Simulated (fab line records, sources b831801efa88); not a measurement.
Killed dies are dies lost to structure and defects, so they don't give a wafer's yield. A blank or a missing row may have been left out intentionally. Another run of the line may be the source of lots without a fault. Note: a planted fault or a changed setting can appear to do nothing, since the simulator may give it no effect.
Commonality check across tools	flow sky130	Sampled: 13 lots, 45 wafers

REASON IT WAS OPENED
Of 13 lots, 2 have the reading POLY_GATE_CVD_03_THK flagged at SKY_POLY_GATE_THK_MEAS_04. Fault-free wafers read 75.4 nm, with a standard deviation of 0.58.
Rule: flag the lot when none of its wafers has a number, or when each of its wafers that has one lies beyond 4 standard deviations from that mean. The other lots count as sound.

lot	measured	on	POLY_GATE_CVD_03_THK (nm), wafer by wafer	flag
L945	day 14 18:40	film-metro-01	76.1 75.8 76.1	
L946	day 15 07:16	film-metro-03	75.3 75.8 75.3	
L947	day 15 20:20	film-metro-01	76.4 76.3 75.9	
L948	day 16 04:26	film-metro-01	74.4 74.8 75.2	
L949	day 16 14:51	film-metro-03	76.0 75.5 76.3	
L951	day 17 03:53	film-metro-01	75.3 75.3 75.5	
L952	day 17 16:10	film-metro-02	75.7 75.6 75.0	
L953	day 17 18:40	film-metro-01	74.5 75.4 74.9	
L956	day 19 01:49	film-metro-03	76.2 76.1 75.4	
L957	day 19 12:31	film-metro-01	108.6 107.6 108.2 108.5 107.6 108.2	FLAGGED
L958	day 19 16:16	film-metro-03	107.8 107.5 108.0 107.9 107.4 108.0	FLAGGED
L967	day 22 21:23	film-metro-01	75.7 75.2 76.1	
L968	day 23 12:07	film-metro-01	75.4 74.9 74.6	
The numbers of the flagged lots are 107.9 nm on average: +32.5 nm against the usual, or +56 standard deviations.

LOT BY LOT: THE TOOL USED
The record holds 2 process steps before the reading, out of a route of 708 steps. Each cell gives the tool, then ch followed by the chambers the sampled wafers passed through, then the start.
lot	flag	SKY_RES_PROTECT_STRIP_07	SKY_POLY_GATE_CVD_03
L945		plasma-asher-04 ch 0,1, day 14 16:47	lpcvd-02 ch 0, day 14 17:18
L946		plasma-asher-04 ch 0,1, day 15 05:41	lpcvd-02 ch 0, day 15 05:54
L947		plasma-asher-02 ch 0,1, day 15 16:22	lpcvd-02 ch 0, day 15 18:18
L948		plasma-asher-02 ch 0,1, day 16 01:17	lpcvd-02 ch 0, day 16 03:05
L949		plasma-asher-04 ch 0,1, day 16 12:02	lpcvd-02 ch 1, day 16 13:29
L951		plasma-asher-04 ch 0,1, day 17 01:44	lpcvd-02 ch 1, day 17 02:31
L952		plasma-asher-04 ch 0,1, day 17 12:59	lpcvd-02 ch 1, day 17 14:49
L953		plasma-asher-04 ch 0,1, day 17 17:05	lpcvd-02 ch 1, day 17 17:19
L956		plasma-asher-04 ch 1, day 19 00:14	lpcvd-02 ch 0, day 19 00:27
L957	FLAGGED	plasma-asher-02 ch 0,1, day 19 10:56	lpcvd-02 ch 0, day 19 11:08
L958	FLAGGED	plasma-asher-01 ch 0,1, day 19 14:43	lpcvd-02 ch 1, day 19 14:53
L967		plasma-asher-01 ch 0,1, day 22 19:49	lpcvd-02 ch 0, day 22 20:02
L968		plasma-asher-01 ch 1, day 23 10:32	lpcvd-02 ch 0, day 23 10:45
What these steps do:
- SKY_RES_PROTECT_STRIP_07: strips in O2/N2.
- SKY_POLY_GATE_CVD_03: deposits Si3N4 from DCS/NH3, target thk 75 nm, time 1290 s.
- SKY_POLY_GATE_THK_MEAS_04

FLAGGED OVER TOTAL, TOOL BY TOOL (the gauges that took the reading come last)
step	tool	lots run	flagged	share of the flagged lots	sound lots run after its first flagged lot
SKY_RES_PROTECT_STRIP_07	plasma-asher-01	3	1	some	2 (L967,L968)
SKY_RES_PROTECT_STRIP_07	plasma-asher-02	3	1	some	0
SKY_RES_PROTECT_STRIP_07	plasma-asher-04	7	0	none	-
SKY_POLY_GATE_CVD_03	lpcvd-02	13	2	all	2 (L967,L968)
SKY_POLY_GATE_THK_MEAS_04	film-metro-01	8	1	some	2 (L967,L968)
SKY_POLY_GATE_THK_MEAS_04	film-metro-02	1	0	none	-
SKY_POLY_GATE_THK_MEAS_04	film-metro-03	4	1	some	0

WHAT IS ALLOWED BY THE TABLE
All flagged lots share 1 row of the table, namely lpcvd-02 at SKY_POLY_GATE_CVD_03.
- lpcvd-02 at SKY_POLY_GATE_CVD_03: 2 of its 13 lots flagged. Sound lots ran on it after the first flagged one (L967, L968), which a lasting fault on the whole tool wouldn't allow.
Every row of the table either missed a flagged lot or ran a sound lot after the first.

WHAT THE SIMULATOR PUT IN
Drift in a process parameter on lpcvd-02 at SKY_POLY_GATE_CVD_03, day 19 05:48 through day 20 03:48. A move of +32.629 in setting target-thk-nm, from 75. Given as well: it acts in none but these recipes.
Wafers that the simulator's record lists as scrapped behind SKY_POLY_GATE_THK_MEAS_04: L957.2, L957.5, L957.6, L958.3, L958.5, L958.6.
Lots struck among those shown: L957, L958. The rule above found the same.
